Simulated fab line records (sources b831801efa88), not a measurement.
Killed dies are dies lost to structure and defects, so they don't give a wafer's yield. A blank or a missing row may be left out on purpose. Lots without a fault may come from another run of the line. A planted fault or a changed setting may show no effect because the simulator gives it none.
Struck lot and sound lot, side by side -- flow sky130 -- 15 out of 708 route steps
Sound: the wafers L784.1, L784.2, L784.6. Struck: wafers L788.1, L788.5 (left out: L788.2, a lot-mate that was not struck); the cause follows at the end.
Each step with rows lists, per side, the tool, then ch with its chambers, then its first start. Under that, the readings that differ: sound wafers -- struck wafers -- difference of the means -- sigmas: that difference in standard deviations of wafers without a fault.
alike: words and numbers the same on both sides, and readings whose means are apart by under 2 such deviations; not compared: readings that were withheld, readings missing a value for some wafer, numbers with overlapping values and no deviation given by the record, and bounds like >300 which may hide the same value.
Wherever a step has rows on one side only, a row that says differs or no value, or a row with sigmas, the two part there. Non-overlapping numbers with no deviation appear without sigmas and do not part them. A reading missing from all wafers of one side parts the sides only when that side holds two or more wafers.

SKY_PWDE_TW_MEAS_10:
  sound: film metro-03 at day 4 07:12; struck: film metro-03 at day 5 12:58
  alike: PWDE_TW
then, 7 steps without rows for these wafers: SKY_NWELL_DEHYDRATE_03 (time 60 s); SKY_NWELL_HMDS_04 (prime time 60 s); SKY_NWELL_COAT_05 (resist thk 3000 nm); SKY_NWELL_SOFTBAKE_06; SKY_NWELL_EXPOSE_07 (exposes mask NWM, target cd 840 nm); SKY_NWELL_PEB_08; SKY_NWELL_DEVELOP_09 (develop time 60 s).
SKY_NWELL_OVL_MEAS_10:
  sound: overlay-02 at day 5 00:33; struck: overlay-02 at day 6 06:13
reading,sound,struck,difference,sigmas
NWELL_00_OVL (nm),2.0 1.3 0.5,-1.8 -2.3,-3.3,-2
then, 3 steps without rows for these wafers: SKY_NWELL_IMPLANT_11; SKY_NWELL_IMPLANT_12; SKY_NWELL_IMPLANT_13.
SKY_NWELL_STRIP_14: strips in O2/N2.
  sound on plasma asher-03 ch 0,1, day 5 01:02; struck on plasma asher-03 ch 1, day 6 06:43
reading,sound,struck,difference,sigmas
oes product au (a.u.),0.722 0.724 0.722,0.802 0.796,+0.076,+19
overash fraction,0.5 0.5 0.5,0.3 0.3,-0.2,
  alike: drypump motor current A, strip time to endpoint s
  not compared: rf hours counter h
SKY_NWELL_TW_MEAS_15:
  sound: film metro-01 at day 5 01:08; struck: film metro-01 at day 6 06:49
  alike: NWELL_TW
-- the record jumps here: 41 days lie between the struck wafers' starts before and after (it left off in module NWELL and takes up again in module PAD_OPEN, whose first step shown is number 708 of the route) --
SKY_PAD_OPEN_PROBE_99:
  sound: prober-01 at day 45 18:46; struck: prober-02 at day 47 06:23
  alike: killed_at_M0_to_M3, killed_at_M4_up, killed at contacts, killed at front end, killed dies, killed open, killed short

== WHERE THEY PART ==
At SKY_NWELL_OVL_MEAS_10 first; at SKY_NWELL_STRIP_14 last (within this record only). Later steps at which nothing parts them and some readings are alike: SKY_NWELL_TW_MEAS_15, SKY_PAD_OPEN_PROBE_99.

WHY: whatever the simulator had introduced
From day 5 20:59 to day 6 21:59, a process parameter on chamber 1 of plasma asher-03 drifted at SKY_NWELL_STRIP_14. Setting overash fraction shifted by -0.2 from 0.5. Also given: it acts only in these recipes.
